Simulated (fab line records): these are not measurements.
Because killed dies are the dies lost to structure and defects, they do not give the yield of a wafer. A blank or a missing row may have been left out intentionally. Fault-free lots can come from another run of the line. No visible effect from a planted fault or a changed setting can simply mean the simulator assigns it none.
What tool caused it? | flow gf180mcu | 24 lots with 72 wafers sampled at 4 steps, on a route of 602 steps

## WHAT EACH GAUGE READ, for each wafer
GF_V2_THK_MEAS_03.
lot  | measured     | on           | V2_CVD_02_THK (nm)
L075 | day 19 12:47 | filmMetro-02 | 860 858 878
L074 | day 19 15:24 | filmMetro-01 | 847 849 862
L076 | day 20 01:03 | filmMetro-02 | 843 841 870
L077 | day 20 16:32 | filmMetro-02 | 852 865 855
L078 | day 20 22:35 | filmMetro-01 | 850 864 866
L079 | day 21 00:15 | filmMetro-04 | 859 859 860
L080 | day 21 11:27 | filmMetro-02 | 831 862 867
L081 | day 21 22:30 | filmMetro-01 | 836 853 843
L082 | day 22 05:58 | filmMetro-02 | 826 840 852
L083 | day 22 13:45 | filmMetro-04 | 849 842 846
L084 | day 22 22:21 | filmMetro-02 | 831 864 864
L085 | day 23 05:33 | filmMetro-04 | 835 856 847
L086 | day 23 12:29 | filmMetro-04 | 856 862 861
L087 | day 23 18:26 | filmMetro-01 | 846 862 857
L088 | day 24 12:29 | filmMetro-02 | 847 842 859
L089 | day 24 16:38 | filmMetro-04 | 845 840 862
L090 | day 25 01:50 | filmMetro-04 | 840 844 830
L091 | day 25 03:28 | filmMetro-04 | 848 850 860
L092 | day 25 13:17 | filmMetro-02 | 849 843 868
L093 | day 26 00:34 | filmMetro-02 | 841 850 868
L094 | day 26 03:09 | filmMetro-02 | 856 850 868
L095 | day 26 13:49 | filmMetro-01 | 850 840 858
L096 | day 26 20:38 | filmMetro-01 | 834 847 860
L097 | day 27 01:53 | filmMetro-04 | 852 852 851

GF_M3_CD_MEAS_14: the cd target is 280 nm.
lot  | measured     | on       | cdNm (nm)
L075 | day 21 14:23 | cdSem-01 | 280.0 280.3 278.9
L074 | day 21 17:39 | cdSem-02 | 281.3 280.6 280.6
L076 | day 22 02:37 | cdSem-01 | 279.8 277.9 279.0
L077 | day 22 17:34 | cdSem-01 | 279.4 280.2 279.6
L078 | day 23 00:09 | cdSem-02 | 279.8 280.6 280.3
L079 | day 23 02:14 | cdSem-02 | 280.6 280.0 280.6
L080 | day 23 12:22 | cdSem-02 | 281.9 282.4 282.7
L081 | day 23 22:19 | cdSem-01 | 281.9 280.6 279.6
L082 | day 24 05:11 | cdSem-02 | 278.8 277.9 279.3
L083 | day 24 12:20 | cdSem-02 | 280.6 280.3 280.9
L084 | day 24 21:07 | cdSem-02 | 279.0 278.4 279.9
L085 | day 25 04:05 | cdSem-02 | 280.7 280.6 280.2
L086 | day 25 10:17 | cdSem-01 | 281.0 280.0 279.7
L087 | day 25 15:39 | cdSem-02 | 278.7 278.2 277.2
L088 | day 26 08:00 | cdSem-01 | 279.1 278.2 278.3
L089 | day 26 13:14 | cdSem-01 | 278.6 278.9 278.4
L090 | day 26 20:58 | cdSem-01 | 278.3 279.0 278.5
L091 | day 26 23:47 | cdSem-01 | 279.4 277.7 278.6
L092 | day 27 09:26 | cdSem-01 | 278.7 278.4 279.0
L093 | day 27 19:58 | cdSem-01 | 280.3 280.9 280.7
L094 | day 27 21:47 | cdSem-01 | 278.4 278.0 278.3
L095 | day 28 07:38 | cdSem-01 | 279.3 279.2 279.0
L096 | day 28 13:49 | cdSem-01 | 279.8 279.3 279.4
L097 | day 28 23:16 | cdSem-01 | 280.6 281.6 280.0

## TOOL THAT RAN EACH LOT (tool first, then ch and the chambers of the sampled wafers, then the start)
lot  | GF_V1_STRIP_18                      | GF_M2_METAL_ETCH_16
L075 | plasmaAsher-04 ch 0,1, day 18 10:18 | rieMetal-04 ch 0,1, day 19 11:57
L074 | plasmaAsher-04 ch 0,1, day 18 12:31 | rieMetal-03 ch 0,1, day 19 14:29
L076 | plasmaAsher-03 ch 0,1, day 18 21:37 | rieMetal-03 ch 0,1, day 20 00:12
L077 | plasmaAsher-03 ch 0,1, day 19 13:40 | rieMetal-03 ch 0,1, day 20 15:34
L078 | plasmaAsher-03 ch 0,1, day 19 19:46 | rieMetal-01 ch 0,1, day 20 21:45
L079 | plasmaAsher-03 ch 1, day 19 21:58   | rieMetal-03 ch 0,1, day 20 23:23
L080 | plasmaAsher-04 ch 0,1, day 20 09:11 | rieMetal-01 ch 0,1, day 21 10:36
L081 | plasmaAsher-04 ch 0,1, day 20 20:18 | rieMetal-03 ch 0,1, day 21 21:39
L082 | plasmaAsher-04 ch 0,1, day 21 03:46 | rieMetal-03 ch 0,1, day 22 05:07
L083 | plasmaAsher-03 ch 0,1, day 21 11:31 | rieMetal-01 ch 1, day 22 12:50
L084 | plasmaAsher-03 ch 0, day 21 20:28   | rieMetal-03 ch 1, day 22 21:29
L085 | plasmaAsher-03 ch 0,1, day 22 04:17 | rieMetal-01 ch 0,1, day 23 04:41
L086 | plasmaAsher-03 ch 0,1, day 22 10:40 | rieMetal-01 ch 0,1, day 23 11:37
L087 | plasmaAsher-03 ch 0,1, day 22 17:30 | rieMetal-01 ch 0,1, day 23 17:29
L088 | plasmaAsher-03 ch 0,1, day 23 12:07 | rieMetal-03 ch 0,1, day 24 11:35
L089 | plasmaAsher-03 ch 0,1, day 23 16:07 | rieMetal-01 ch 0, day 24 15:38
L090 | plasmaAsher-03 ch 0,1, day 24 02:12 | rieMetal-04 ch 0,1, day 25 00:59
L091 | plasmaAsher-01 ch 0,1, day 24 03:15 | rieMetal-03 ch 0, day 25 02:32
L092 | plasmaAsher-04 ch 0,1, day 24 14:01 | rieMetal-03 ch 0,1, day 25 12:26
L093 | plasmaAsher-04 ch 0,1, day 25 01:00 | rieMetal-03 ch 0,1, day 25 23:41
L094 | plasmaAsher-04 ch 0, day 25 04:10   | rieMetal-01 ch 0,1, day 26 02:17
L095 | plasmaAsher-03 ch 0,1, day 25 14:12 | rieMetal-04 ch 0,1, day 26 12:56
L096 | plasmaAsher-03 ch 0,1, day 25 21:29 | rieMetal-01 ch 0,1, day 26 19:46
L097 | plasmaAsher-04 ch 0,1, day 26 03:08 | rieMetal-04 ch 0,1, day 27 01:03
- GF_V1_STRIP_18: strips in O2/N2.
- GF_M2_METAL_ETCH_16: etches the open film in Cl2/BCl3, stops on SiO2, target depth 627.5 nm, time 104.6 s.

## WHAT THE TOOLS THEMSELVES READ (means of the sampled wafers that have a number; where no wafer has one, the mark that the record gives instead)
GF_V1_STRIP_18.
lot  | tool           | drypumpMotorCurrentA (A) | heaterPowerW (W) | oesProductAu (a.u.)
L075 | plasmaAsher-04 | 6.1                      | 333              | 0.595
L074 | plasmaAsher-04 | 6.1                      | 330              | 0.591
L076 | plasmaAsher-03 | 5.6                      | 372              | 0.595
L077 | plasmaAsher-03 | 5.7                      | 371              | 0.592
L078 | plasmaAsher-03 | 5.7                      | 379              | 0.590
L079 | plasmaAsher-03 | 6.0                      | 358              | 0.591
L080 | plasmaAsher-04 | 6.1                      | 337              | 0.591
L081 | plasmaAsher-04 | 6.0                      | 332              | 0.594
L082 | plasmaAsher-04 | 6.0                      | 334              | 0.590
L083 | plasmaAsher-03 | 5.4                      | 381              | 0.592
L084 | plasmaAsher-03 | 5.1                      | 400              | 0.589
L085 | plasmaAsher-03 | 5.6                      | 372              | 0.588
L086 | plasmaAsher-03 | 5.7                      | 377              | 0.591
L087 | plasmaAsher-03 | 5.6                      | 371              | 0.590
L088 | plasmaAsher-03 | 5.4                      | 392              | 0.585
L089 | plasmaAsher-03 | 5.4                      | 388              | 0.594
L090 | plasmaAsher-03 | 5.6                      | 377              | 0.593
L091 | plasmaAsher-01 | 5.4                      | 326              | 0.595
L092 | plasmaAsher-04 | 6.0                      | 337              | 0.593
L093 | plasmaAsher-04 | 6.0                      | 337              | 0.590
L094 | plasmaAsher-04 | 6.0                      | 337              | 0.593
L095 | plasmaAsher-03 | 5.6                      | 368              | 0.591
L096 | plasmaAsher-03 | 5.6                      | 375              | 0.587
L097 | plasmaAsher-04 | 6.1                      | 330              | 0.592

GF_M2_METAL_ETCH_16.
lot  | tool        | biasW (W) | drypumpMotorCurrentA (A) | oesProductAu (a.u.) | throttleValvePct (%)
L075 | rieMetal-04 | 140.2     | 5.8                      | 0.966               | 28.247
L074 | rieMetal-03 | 139.6     | 5.5                      | 0.974               | 28.257
L076 | rieMetal-03 | 140.2     | 5.5                      | 0.972               | 28.255
L077 | rieMetal-03 | 139.5     | 5.5                      | 0.961               | 28.260
L078 | rieMetal-01 | 139.6     | 5.7                      | 0.970               | 28.252
L079 | rieMetal-03 | 139.9     | 5.5                      | 0.964               | 28.245
L080 | rieMetal-01 | 139.9     | 5.7                      | 0.971               | 28.248
L081 | rieMetal-03 | 139.9     | 5.5                      | 0.973               | 28.253
L082 | rieMetal-03 | 139.7     | 5.5                      | 0.976               | 28.237
L083 | rieMetal-01 | 140.8     | 6.4                      | 0.965               | 28.251
L084 | rieMetal-03 | 140.4     | 5.4                      | 0.972               | 28.252
L085 | rieMetal-01 | 140.0     | 5.7                      | 0.974               | 28.247
L086 | rieMetal-01 | 140.3     | 5.7                      | 0.965               | 28.265
L087 | rieMetal-01 | 139.6     | 6.1                      | 0.968               | 28.250
L088 | rieMetal-03 | 139.9     | 5.5                      | 0.975               | 28.248
L089 | rieMetal-01 | 140.1     | 5.4                      | 0.976               | 28.245
L090 | rieMetal-04 | 140.0     | 5.7                      | 0.966               | 28.244
L091 | rieMetal-03 | 139.5     | 5.6                      | 0.959               | 28.255
L092 | rieMetal-03 | 140.3     | 5.5                      | 0.974               | 28.252
L093 | rieMetal-03 | 140.7     | 5.5                      | 0.973               | 28.258
L094 | rieMetal-01 | 139.7     | 6.1                      | 0.964               | 28.256
L095 | rieMetal-04 | 139.6     | 5.8                      | 0.963               | 28.257
L096 | rieMetal-01 | 140.0     | 5.7                      | 0.970               | 28.252
L097 | rieMetal-04 | 140.1     | 5.7                      | 0.970               | 28.247

## THE ANSWER, worked out from the rows above alone
Rule: the usual values come from the lots themselves. Put in order of their means at a reading, lots are off if they are a third of the lots or fewer, leave a main group of 4 or more, and stand apart from it by a gap of 3 or more times the standard deviation of the main group's means; of several such gaps the widest counts. Not used: any main group whose means are identical at the precision the tables above print for the reading. A lot without any number at a reading at which 4 lots or more have one is off too. Where the step has rows for the other lots, those lots are counted as sound. First the gauges in route order, then the tools' own readings, where a lot's mean is used as printed above. At the first step where some lot is off, the reading lying furthest off is the one used; lots without a number count as furthest.
No lot is off on any of the readings shown, so nothing can be concluded from this.

## WHAT HAD BEEN PUT IN BY THE SIMULATOR
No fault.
